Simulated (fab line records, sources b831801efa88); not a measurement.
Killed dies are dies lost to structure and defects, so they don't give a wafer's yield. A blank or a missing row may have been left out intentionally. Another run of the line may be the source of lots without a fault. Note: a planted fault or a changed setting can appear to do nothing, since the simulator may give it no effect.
Matching of chambers || flow gf180mcu || rieDiel-04 running GF_M5_ETCH_09: 4 sister chambers
The step etches Si3N4 in CF4/O2, target depth 52 nm, time 11.6 s. 8 wafers are shown with their chamber, then 7 later ones without.

== EACH WAFER AND ITS CHAMBER ==
{"wafer": "L722.5", "chamber": 2, "rfFwdPowerW (W)": 787, "oesProductAu (a.u.)": 1.011}
{"wafer": "L733.1", "chamber": 2, "rfFwdPowerW (W)": 786, "oesProductAu (a.u.)": 1.027}
{"wafer": "L733.3", "chamber": 1, "rfFwdPowerW (W)": 787, "oesProductAu (a.u.)": 1.006}
{"wafer": "L740.2", "chamber": 3, "rfFwdPowerW (W)": 779, "oesProductAu (a.u.)": 0.997}
{"wafer": "L740.3", "chamber": 0, "rfFwdPowerW (W)": 783, "oesProductAu (a.u.)": 0.996}
{"wafer": "L740.4", "chamber": 1, "rfFwdPowerW (W)": 784, "oesProductAu (a.u.)": 1.003}
{"wafer": "L741.4", "chamber": 0, "rfFwdPowerW (W)": 784, "oesProductAu (a.u.)": 0.999}
{"wafer": "L741.5", "chamber": 3, "rfFwdPowerW (W)": 779, "oesProductAu (a.u.)": 1.003}

== WAFERS WHOSE CHAMBER IS MISSING ==
{"wafer": "L741.6", "rfFwdPowerW (W)": 787, "oesProductAu (a.u.)": 0.998}
{"wafer": "L744.2", "rfFwdPowerW (W)": 788, "oesProductAu (a.u.)": 0.990}
{"wafer": "L744.3", "rfFwdPowerW (W)": 784, "oesProductAu (a.u.)": 1.011}
{"wafer": "L744.6", "rfFwdPowerW (W)": 784, "oesProductAu (a.u.)": 1.020}
{"wafer": "L745.3", "rfFwdPowerW (W)": 791, "oesProductAu (a.u.)": 0.994}
{"wafer": "L745.4", "rfFwdPowerW (W)": 781, "oesProductAu (a.u.)": 0.983}
{"wafer": "L745.5", "rfFwdPowerW (W)": 783, "oesProductAu (a.u.)": 0.984}

== EACH ONE'S CHAMBER ==
{"wafer": "L741.6", "from the rows above": "can't be placed: 1 or 0 or 2", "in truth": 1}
{"wafer": "L744.2", "from the rows above": "can't be placed: 1 or 0 or 2", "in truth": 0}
{"wafer": "L744.3", "from the rows above": "can't be placed: 1 or 0 or 2", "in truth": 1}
{"wafer": "L744.6", "from the rows above": "can't be placed: 2 or 1 or 0", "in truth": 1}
{"wafer": "L745.3", "from the rows above": "can't be placed: 1 or 2 or 0", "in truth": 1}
{"wafer": "L745.4", "from the rows above": "can't be placed: 0 or 3", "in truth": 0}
{"wafer": "L745.5", "from the rows above": "can't be placed: 0 or 1", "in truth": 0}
Correctly placed: 0 of 7. Can't be placed from these rows: 7 (the true chamber is among the candidates in 7). Number placed wrongly: 0.
How it was worked out, from the rows above alone: a wafer's distance from a chamber is the root of the sum, over the readings, of the square of ((its reading less the chamber's mean) divided by the reading's scatter). If the next closest chamber is less than 2 further off than the closest, the wafer can't be placed; otherwise it belongs to the closest. Each chamber's mean is taken over the wafers shown for it. The scatter: take each reading less its chamber's mean, square it, sum over the shown wafers, divide by the number of wafers less the number of chambers, and take the root.
